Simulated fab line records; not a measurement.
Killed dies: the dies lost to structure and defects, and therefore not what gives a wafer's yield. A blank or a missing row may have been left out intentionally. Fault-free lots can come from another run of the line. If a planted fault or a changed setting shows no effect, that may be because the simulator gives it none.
Code-filled problem report in 8D (eight disciplines) form	flow sfq line	the parts of the form that need people (team, actions taken, sign-off) are left out

## 1. WHAT WENT WRONG
Wafers free of any fault read 0.889 ohm/sq (standard deviation 0.0093) for M1_NB_RS at SFQ_M1_RS_MEAS_909, against a mean of 0.532 ohm/sq on 2 wafers of 2 lots. Relative to the usual mean, that is a shift of -38 standard deviations.
The step: measures by four-point-probe.
First seen on wafer L580.6, day 20 05:50, on film metro-01. Wafers with a number at this step in the record: 42, from 14 lots. Rule for "out" (also "out of limits"): further than 4 standard deviations from the usual mean. The other wafers with a number count as sound.

## 2. WHAT IT IS AND WHAT IT IS NOT
question	is	is not
which readings at this step	M1_NB_RS	-
which lots	L580, L582	L574, L581, L583, L588, L589, L590, L591, L592, L593, L594, L595, L597
which wafers of those lots	L580.6, L582.2	L580.1, L580.4, L582.3, L582.5
read on which gauges	film metro-01, film metro-04	film metro-03
when	from day 20 05:50	up to then (5 sound wafers); but 35 sound wafers of L581, L582, L583, L588, L589, L590, L591, L592, L593, L594, L595, L597 came after

## 3. THE SUSPECTS, EACH WITH WHAT RULES IT OUT
Counting: if a tool at a process step up to the reading ran every lot that is out, it stays a suspect. Sound lots after the first of them don't rule it out here, since some wafers of a struck lot are sound.
- the gauge at SFQ_M1_RS_MEAS_909 is ruled out. The wafers that are out were read on 2 gauges (film metro-01, film metro-04).
- pvd sputter-03 at SFQ_TRILAYER_M1_DEP_SPUTTER_037 (material Nb, target thk 200 nm, time 133.3 s): kept. It ran every lot that is out, first L580 (day 20 05:44); its last sound lot up to then is L574 (day 17 05:07).
Left after counting: pvd sputter-03 at SFQ_TRILAYER_M1_DEP_SPUTTER_037.

## 4. THE CAUSE (what the simulator had put in)
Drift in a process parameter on pvd sputter-03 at SFQ_TRILAYER_M1_DEP_SPUTTER_037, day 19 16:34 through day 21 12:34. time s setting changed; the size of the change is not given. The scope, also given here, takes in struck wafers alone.
Only this tool survived the counting.

## 5. THE CHAIN OF EFFECTS, in route order
One row per reading whose mean, taken over the struck wafers that have a number, lies over 3 standard deviations from the usual. Readings are gone through only where the record gives a usual standard deviation; hours: the median, over the lots, of the time from a lot's start at the first step in this table giving one to that lot's start at this step; sigmas: the change measured in usual standard deviations.
hours	step	reading	usual	on struck wafers	change	sigmas
0	SFQ_M1_RS_MEAS_909	M1_NB_RS	0.889 ohm/sq	0.532	-0.357	-38
155	SFQ_TRILAYER_M1_ETCH_METAL_ETCH_042	oes product au	0.894 a.u.	0.999	+0.105	+14
The process steps in it:
- SFQ_TRILAYER_M1_ETCH_METAL_ETCH_042: etches Nb in Cl2/Ar, stops on SiO2, target depth 240 nm, time 120 s.

## 6. HOW IT WOULD HAVE BEEN CAUGHT EARLIER
Counted from the fault's start at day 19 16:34, it took 13 hours until the first out-of-limits reading at a measuring or inspecting step in this record, taken at day 20 05:50.
No tool reading at SFQ_TRILAYER_M1_DEP_SPUTTER_037 that has a usual standard deviation in the record was out on any struck wafer, so an alarm limit of 4 standard deviations on those readings would not have fired.
L582, from the lots that are out (2), started SFQ_TRILAYER_M1_DEP_SPUTTER_037 on pvd sputter-03 later than day 20 05:50. Putting the tool on hold at that point would have spared it.
